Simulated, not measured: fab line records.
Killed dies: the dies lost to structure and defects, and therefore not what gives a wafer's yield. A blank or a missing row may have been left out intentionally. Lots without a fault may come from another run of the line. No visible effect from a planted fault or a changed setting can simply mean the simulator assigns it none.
fab line records	flow gf180mcu
[record] lots = 14	wafers = 42	last_day = 34
route steps=602 shown NWELL@46 VT_IMPLANT@130 PSD@261 SAB@275
lots that met no fault: taken from a fault-free run of the same line
start_h: hours from the record's first day to the start of the lot's first wafer shown	wait_h: how many hours have passed since the lot's step before this one	" as in the row above	L1.1+2: several wafers, shown together as one row	- no value present, or no start provided	* or withheld: withheld	< > ~ a bound
route shown NAME@n: NAME is a module with steps in the file, n the number in the route of the first one	usual: average and standard deviation across the fault-free wafers	same: alike in all rows	chamber/n: place in a boat	sites: readings site by site	_std_site: how widely they spread, as a standard deviation	_edge_site: outer sites' mean less inner sites'	radius_mm: for every site, how far away it sits from the centre of the wafer	mask NAME#n: copy n	behind: the tool/chamber that last shaped the wafer	hold: why the lot was held/for how many hours/how that ended	device: the transistor (n, p or np) that didn't switch	end of line: at the end of the route, the tests of the same wafers	for a step that has no rows: nothing shown but its recipe	killed: at the first sort, the dies lost to defects and structure; wafer yield is something else	map: a wafer's dies, x killed, . not, _ none there
set.NAME: the run value of the setting; set.NAME@STEP: its run value at that earlier step	model.NAME: the simulator's own value behind a step, which no gauge read
one table for each step of the route and one row for each wafer, over a sample of lots
services: the hour from which a tool's chamber was out of use, counted from the record's first day as start_h (under 0 if before that day), plus the number of hours and why
[[steps]]
[step GF_NWELL_EXPOSE_04]
[recipe] mask_id = Nwell	target_cd_nm = 860	na = 0.6	source_shape = conventional	sigma_outer = 0.6	dose_mj = 260
lot.wafer	tool	chamber	start_h	wait_h	mask
L155.1+3+5	iline_stepper-01	0	51.83	-	Nwell#0
L156.1+2+3	iline_stepper-02	0	54.58	-	Nwell#0
L157.1+5+6	iline_stepper-02	0	58.47	-	Nwell#0
L159.1+2+5	iline_stepper-01	0	70.26	-	Nwell#0
L161.3+5+6	iline_stepper-01	0	83.92	-	Nwell#0
L162.3+5+6	iline_stepper-01	0	87.21	-	Nwell#0
L163.1+2+4	iline_stepper-01	0	91.17	-	Nwell#0
L164.3+4+6	iline_stepper-01	0	98.22	-	Nwell#0
L169.1+2+4	iline_stepper-02	0	125.98	-	Nwell#0
L170.3+4+6	iline_stepper-02	0	131.42	-	Nwell#0
L172.1+5+6	iline_stepper-02	0	140.43	-	Nwell#0
L176.3+4+6	iline_stepper-01	0	163.92	-	Nwell#0
L177.3+4+5	iline_stepper-01	0	168.29	-	Nwell#0
L178.1+5+6	iline_stepper-01	0	173.02	-	Nwell#0
[step GF_NWELL_OVL_MEAS_07]
[usual] NWELL_OVL = -0.7/1.1
lot.wafer	tool	chamber	start_h	wait_h	NWELL_OVL[nm]
L155.1	overlay-02	-	57.61	-	0.0
L155.3	"	-	"	"	-2.3
L155.5	"	-	"	"	-2.8
L156.1	overlay-02	-	61.07	-	-0.2
L156.2	"	-	"	"	-0.5
L156.3	"	-	"	"	-0.3
L157.1	overlay-02	-	64.98	-	1.0
L157.5	"	-	"	"	-0.7
L157.6	"	-	"	"	-0.3
L159.1	overlay-02	-	76.77	-	-2.1
L159.2	"	-	"	"	-1.0
L159.5	"	-	"	"	-0.3
L161.3	overlay-02	-	90.42	-	-0.3
L161.5	"	-	"	"	-1.2
L161.6	"	-	"	"	-0.7
L162.3	overlay-02	-	94.27	-	1.7
L162.5	"	-	"	"	-2.9
L162.6	"	-	"	"	-0.8
L163.1	overlay-01	-	98.22	-	-0.5
L163.2	"	-	"	"	-0.4
L163.4	"	-	"	"	-1.0
L164.3	overlay-02	-	104.72	-	-0.1
L164.4	"	-	"	"	-0.9
L164.6	"	-	"	"	0.1
L169.1	overlay-02	-	133.15	-	0.6
L169.2	"	-	"	"	-0.2
L169.4	"	-	"	"	0.0
L170.3	overlay-01	-	138.73	-	75.5
L170.4	"	-	"	"	72.7
L170.6	"	-	"	"	75.6
L172.1	overlay-02	-	148.73	-	72.4
L172.5	"	-	"	"	72.9
L172.6	"	-	"	"	72.3
L176.3	overlay-02	-	171.13	-	-0.8
L176.4	"	-	"	"	-0.1
L176.6	"	-	"	"	1.3
L177.3	overlay-01	-	176.37	-	-0.1
L177.4	"	-	"	"	0.1
L177.5	"	-	"	"	-0.9
L178.1	overlay-01	-	182.02	-	-1.8
L178.5	"	-	"	"	-1.4
L178.6	"	-	"	"	-1.2
[step GF_VT_IMPLANT_OVL_MEAS_40]
[usual] VT_IMPLANT_03_OVL = 0.8/1.5
lot.wafer	tool	chamber	start_h	wait_h	VT_IMPLANT_03_OVL[nm]
L155.1	overlay-02	-	160.67	0.1	2.4
L155.3	"	-	"	"	0.6
L155.5	"	-	"	"	0.4
L156.1	overlay-02	-	163.58	0.1	1.3
L156.2	"	-	"	"	1.4
L156.3	"	-	"	"	1.8
L157.1	overlay-02	-	169.18	0.1	1.5
L157.5	"	-	"	"	2.1
L157.6	"	-	"	"	0.2
L159.1	overlay-01	-	183.32	0.1	-0.9
L159.2	"	-	"	"	-0.9
L159.5	"	-	"	"	-1.3
L161.3	overlay-01	-	200.93	0.1	2.3
L161.5	"	-	"	"	1.8
L161.6	"	-	"	"	1.1
L162.3	overlay-02	-	204.52	0.1	-0.5
L162.5	"	-	"	"	-0.6
L162.6	"	-	"	"	-1.4
L163.1	overlay-02	-	210.25	0.1	1.4
L163.2	"	-	"	"	0.7
L163.4	"	-	"	"	0.5
L164.3	overlay-02	-	218.18	0.1	-0.4
L164.4	"	-	"	"	1.7
L164.6	"	-	"	"	1.5
L169.1	overlay-01	-	253.20	0.1	3.2
L169.2	"	-	"	"	2.8
L169.4	"	-	"	"	2.3
L170.3	overlay-01	-	259.56	0.1	1.7
L170.4	"	-	"	"	2.8
L170.6	"	-	"	"	1.4
L172.1	overlay-01	-	269.80	0.2	-0.7
L172.5	"	-	"	"	-0.5
L172.6	"	-	"	"	-1.8
L176.3	overlay-02	-	299.51	0.1	-1.0
L176.4	"	-	"	"	0.0
L176.6	"	-	"	"	0.6
L177.3	overlay-02	-	307.63	0.1	-1.2
L177.4	"	-	"	"	-1.4
L177.5	"	-	"	"	-0.3
L178.1	overlay-01	-	311.10	0.1	-0.5
L178.5	"	-	"	"	-0.1
L178.6	"	-	"	"	1.0
[step GF_PSD_RTA_13]
[recipe] temp_c = 1025	time_s = 20	ambient = N2
[usual] lamp_power_pct = 31.6/2.8	wafer_temp_C_max = 1031.0/1.4
lot.wafer	tool	chamber	start_h	wait_h	lamp_power_pct	wafer_temp_C_max
L155.1	rtp_anneal-01	0	322.19	0.0	29.4	1030.2
L155.3	"	0	"	"	29.5	1030.0
L155.5	"	0	"	"	29.4	1031.4
L156.1	rtp_anneal-02	0	323.09	0.0	35.2	1033.0
L156.2	"	0	"	"	35.2	1032.9
L156.3	"	0	"	"	35.1	1031.9
L157.1	rtp_anneal-01	0	333.64	0.0	29.4	1031.5
L157.5	"	0	"	"	29.4	1030.8
L157.6	"	0	"	"	29.4	1029.8
L159.1	rtp_anneal-02	0	353.14	0.0	35.2	1033.1
L159.2	"	0	"	"	35.2	1031.6
L159.5	"	0	"	"	35.2	1034.8
L161.3	rtp_anneal-02	0	375.36	0.0	35.2	1032.7
L161.5	"	0	"	"	35.2	1032.7
L161.6	"	0	"	"	35.2	1032.0
L162.3	rtp_anneal-01	0	380.86	0.0	29.5	1031.7
L162.5	"	0	"	"	29.4	1030.3
L162.6	"	0	"	"	29.4	1030.1
L163.1	rtp_anneal-02	0	390.93	0.0	35.1	1031.9
L163.2	"	0	"	"	35.2	1031.4
L163.4	"	0	"	"	35.2	1032.1
L164.3	rtp_anneal-01	0	396.46	0.0	29.4	1029.9
L164.4	"	0	"	"	29.4	1029.0
L164.6	"	0	"	"	29.4	1031.6
L169.1	rtp_anneal-01	0	438.77	0.0	29.4	1029.8
L169.2	"	0	"	"	29.4	1028.4
L169.4	"	0	"	"	29.4	1028.7
L170.3	rtp_anneal-02	0	446.76	0.0	35.2	1030.5
L170.4	"	0	"	"	35.1	1032.3
L170.6	"	0	"	"	35.2	1032.2
L172.1	rtp_anneal-02	0	460.68	0.0	35.2	1031.8
L172.5	"	0	"	"	35.1	1031.8
L172.6	"	0	"	"	35.2	1034.8
L176.3	rtp_anneal-01	0	496.14	0.0	29.5	1030.2
L176.4	"	0	"	"	29.4	1030.1
L176.6	"	0	"	"	29.4	1030.5
L177.3	rtp_anneal-01	0	506.61	0.0	29.4	1030.4
L177.4	"	0	"	"	29.4	1033.7
L177.5	"	0	"	"	29.4	1030.4
L178.1	rtp_anneal-01	0	514.83	0.0	29.5	1032.4
L178.5	"	0	"	"	29.4	1030.6
L178.6	"	0	"	"	29.4	1029.1
[step GF_SAB_ETCH_11]
[recipe] chemistry = C4F8/O2/Ar	mask_material = NOVOLAK	target = SiO2	target_depth_nm = 55	source_w = 1500	bias_w = 1200	pressure_mtorr = 40	c4f8_flow_sccm = withheld	O2_flow_sccm = 6	Ar_flow_sccm = 300	time_s = 8.5
[usual] oes_product_au = 0.999/0.009
lot.wafer	tool	chamber	start_h	wait_h	oes_product_au	rf_hours_counter_h
L155.1	rie_diel-01	2	343.42	0.0	1.018	121
L155.3	"	0	"	"	1.005	18
L155.5	"	0	"	"	0.994	-
L156.1	rie_diel-03	2	344.18	0.0	1.007	21
L156.2	"	3	"	"	1.020	15
L156.3	"	1	"	"	0.996	12
L157.1	rie_diel-01	1	355.08	0.0	1.012	12
L157.5	"	3	"	"	0.992	-
L157.6	"	0	"	"	0.994	-
L159.1	rie_diel-02	1	375.87	0.0	1.012	57
L159.2	"	2	"	"	0.989	101
L159.5	"	0	"	"	0.999	-
L161.3	rie_diel-02	1	398.62	0.0	0.999	58
L161.5	"	2	"	"	0.982	-
L161.6	"	0	"	"	0.990	-
L162.3	rie_diel-03	2	404.08	0.0	0.982	23
L162.5	"	2	"	"	0.983	-
L162.6	"	1	"	"	0.998	-
L163.1	rie_diel-03	0	414.28	0.0	0.995	70
L163.2	"	1	"	"	1.013	14
L163.4	"	3	"	"	1.010	17
L164.3	rie_diel-02	1	420.22	0.0	0.996	59
L164.4	"	0	"	"	1.000	-
L164.6	"	1	"	"	1.007	-
L169.1	rie_diel-01	3	463.22	0.0	0.998	70
L169.2	"	2	"	"	1.009	2
L169.4	"	1	"	"	1.011	15
L170.3	rie_diel-03	2	471.38	0.0	0.998	25
L170.4	"	3	"	"	1.010	18
L170.6	"	3	"	"	1.005	-
L172.1	rie_diel-03	1	485.18	0.0	1.004	16
L172.5	"	2	"	"	0.998	-
L172.6	"	1	"	"	1.003	-
L176.3	rie_diel-02	3	519.48	0.0	0.995	22
L176.4	"	1	"	"	0.995	62
L176.6	"	2	"	"	0.993	-
L177.3	rie_diel-02	0	529.92	0.0	1.008	9
L177.4	"	2	"	"	0.998	2
L177.5	"	3	"	"	1.005	-
L178.1	rie_diel-02	0	538.27	0.0	0.998	9
L178.5	"	0	"	"	1.009	-
L178.6	"	3	"	"	0.999	-
[[services]]
tool	chamber	start_h	hours	kind
rie_diel-03	0	33.67	13.2	repair
rie_diel-02	0	33.95	13.6	repair
iline_stepper-01	-	53.62	8.9	pm
iline_stepper-02	-	69.16	1.7	pm
iline_stepper-02	-	83.67	10.4	repair
rtp_anneal-01	-	88.63	4.4	pm
iline_stepper-02	-	92.22	0.7	repair
rie_diel-02	-	94.93	2.8	pm
iline_stepper-01	-	148.41	8.9	repair
iline_stepper-01	-	164.36	0.5	repair
rie_diel-03	-	178.77	0.1	repair
iline_stepper-01	-	199.40	1.7	pm
rie_diel-03	-	215.51	28.1	pm
rtp_anneal-02	-	252.70	0.8	pm
rie_diel-03	1	255.45	1.9	repair
iline_stepper-02	-	287.34	1.7	pm
rie_diel-03	0	350.88	3.9	repair
rie_diel-02	3	395.57	8.4	repair
rie_diel-02	3	413.18	18.6	repair
iline_stepper-01	-	417.55	1.7	pm
rie_diel-02	0	456.87	32.7	repair
iline_stepper-01	-	478.67	2.1	pm
rtp_anneal-02	-	486.82	97.9	pm
rie_diel-02	1	490.62	6.7	repair
[[key]]
[first_sign] step = GF_NWELL_OVL_MEAS_07	reading = NWELL_OVL	direction = up	sigmas = 67	usual = -0.7	struck = 73.6
effect none on later readings
met_at GF_NWELL_EXPOSE_04
struck_lots L170,L172
tester_left_out L170,L172
not_acting_at GF_VT_IMPLANT_OVL_MEAS_40,GF_PSD_RTA_13,GF_SAB_ETCH_11
onset_between 125.98 131.42
[fault] kind = scanner_matching_overlay	tool = iline_stepper-02	chamber = -	onset_h = 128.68	steps = GF_NWELL_EXPOSE_04	offset = 74.572
// tester_left_out: of these lots the tester's yield and bins aren't shown, on N5 and GAA mostly nor the transistor test; their killed dies are dies lost to structure and defects alone, not to doping, threshold or leakage, so they don't give the yield
